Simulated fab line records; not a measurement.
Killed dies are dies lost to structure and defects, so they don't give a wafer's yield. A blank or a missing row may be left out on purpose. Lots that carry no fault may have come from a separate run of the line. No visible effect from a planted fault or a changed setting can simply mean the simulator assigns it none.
Matching of chambers ; flow gf180mcu ; GF_HV_LDD_ETCHBACK_58 on rie diel-03: 4 sister chambers
The step etches Si3N4 in CH3F/O2, stops on SiO2, time 100 s, target depth 90 nm. 8 wafers are shown with their chamber, then 8 later ones without.

WAFERS, EACH WITH ITS CHAMBER
wafer;chamber;drypump motor current A (A);throttle valve pct (%)
L924.6;1;6.1;10.560
L926.3;3;5.5;10.555
L926.4;0;5.4;10.561
L926.5;2;5.1;10.555
L931.1;3;5.5;10.560
L931.2;1;6.1;10.561
L931.3;2;5.1;10.566
L937.2;0;5.5;10.578

WAFERS WITH NO CHAMBER GIVEN
wafer;drypump motor current A (A);throttle valve pct (%)
L937.3;6.1;10.561
L937.4;5.1;10.569
L939.1;5.5;10.548
L939.3;5.5;10.551
L939.4;5.1;10.540
L941.1;6.1;10.538
L941.3;5.5;10.564
L941.6;6.1;10.559

WHICH CHAMBER EACH WENT THROUGH
wafer;from the rows above;in truth
L937.3;1;1
L937.4;2;2
L939.1;can't be placed: 3 or 0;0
L939.3;can't be placed: 3 or 0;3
L939.4;2;2
L941.1;1;1
L941.3;can't be placed: 3 or 0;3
L941.6;1;1
Correct placement for 5 of the 8. Cannot be placed on the basis of these rows: 3; the candidates contain the true chamber in 3. 0 placed wrongly.
How it was worked out, from the rows above alone: a wafer's distance from a chamber is the root of the sum, over the readings, of the square of ((its reading less the chamber's mean) divided by the reading's scatter). The wafer belongs to the nearest chamber; if the next one is less than 2 further off, it can't be placed. A chamber's mean is the mean of its shown wafers. The scatter: take each reading less its chamber's mean, square it, sum over the shown wafers, divide by the number of wafers less the number of chambers, and take the root.
